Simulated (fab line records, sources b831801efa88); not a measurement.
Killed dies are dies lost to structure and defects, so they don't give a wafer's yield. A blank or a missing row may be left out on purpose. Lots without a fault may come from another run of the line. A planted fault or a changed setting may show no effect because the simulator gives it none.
A struck lot beside a sound one | flow sky130 | 15 steps out of a route of 708
Sound: wafers L714.1, L714.2, L714.5. Struck: wafers L719.1, L719.2, L719.4. The cause comes at the end.
At each step with rows: each side's tool, then ch and its chambers, then its first start. Under that, the readings that differ: sound wafers | struck wafers | difference of the means | sigmas: that difference in standard deviations of wafers without a fault.
alike: readings whose means differ by less than 2 such deviations, and words and numbers that are the same on both sides. not compared: withheld readings, readings that some wafer has no value for, bounds like >300 that may hide the same value, and numbers for which the record gives no deviation and whose values overlap.
The two part at a step that has a row with sigmas, a row that says differs or no value, or rows on one side only. Numbers that don't overlap but have no deviation are shown without sigmas and don't part them. A reading that every wafer of one side lacks parts them only if that side has two wafers or more.

SKY_POLY_GATE_THK_MEAS_21:
  sound on film_metro-04, day 18 17:07; struck on film_metro-03, day 20 17:05
  alike: POLY_GATE_OXIDATION_THK
SKY_POLY_GATE_CD_MEAS_22:
  sound on cd_sem-01, day 18 17:11; struck on cd_sem-02, day 20 17:08
  alike: cd_nm
then, 7 steps without rows for these wafers: SKY_LDD_N_DEHYDRATE_00 (time 60 s); SKY_LDD_N_HMDS_01 (prime time 60 s); SKY_LDD_N_COAT_02 (resist thk 300 nm); SKY_LDD_N_SOFTBAKE_03 (time 60 s); SKY_LDD_N_EXPOSE_04 (exposes mask NTM, target cd 840 nm); SKY_LDD_N_PEB_05; SKY_LDD_N_DEVELOP_06 (develop time 60 s).
SKY_LDD_N_OVL_MEAS_07:
  sound on overlay-01, day 19 23:28; struck on overlay-01, day 21 23:52
  alike: LDD_N_OVL
then, 2 steps without rows for these wafers: SKY_LDD_N_IMPLANT_08; SKY_LDD_N_IMPLANT_09.
SKY_LDD_N_IMPLANT_10:
  sound on implanter-04 ch 0, day 19 23:49; struck on implanter-01 ch 0, day 22 00:12
  reading                | sound                         | struck                        | difference | sigmas
  dose_ions_cm2          | 7.498e+13 7.486e+13 7.489e+13 | 7.508e+13 7.514e+13 7.514e+13 | +2.100e+11 | +2
  rotation_deg (degrees) | 202.93 203.03 203.01          | 281.87 281.89 281.88          | +78.89     | +99 or more
then, 1 step without rows for these wafers: SKY_LDD_N_IMPLANT_11.
-- the record jumps here: 27 days lie between the struck wafers' starts before and after (it left off in module LDD_N and takes up again in module PAD_OPEN, whose first step shown is number 708 of the route) --
SKY_PAD_OPEN_PROBE_99:
  sound on prober-01, day 47 10:38; struck on prober-02, day 48 19:43
  reading            | sound    | struck   | difference | sigmas
  killed_at_M0_to_M3 | 29 38 39 | 47 50 50 | +14        | +2
  killed_at_contacts | 36 36 27 | 22 27 15 | -12        | -2
  alike: killed_at_M4_up, killed_at_front_end, killed_at_other, killed_dies, killed_open, killed_short
  not compared: model.etest.nfet_01v8_swapped.vt_sat_v

WHERE THEY PART
First at SKY_LDD_N_IMPLANT_10; last, within this record, at SKY_PAD_OPEN_PROBE_99.

WHY: what the simulator had put in
Process parameter drift: implanter-01, from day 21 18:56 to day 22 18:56, at SKY_LDD_N_IMPLANT_10. Setting rotation_deg, moved by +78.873, from 203. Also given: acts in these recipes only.
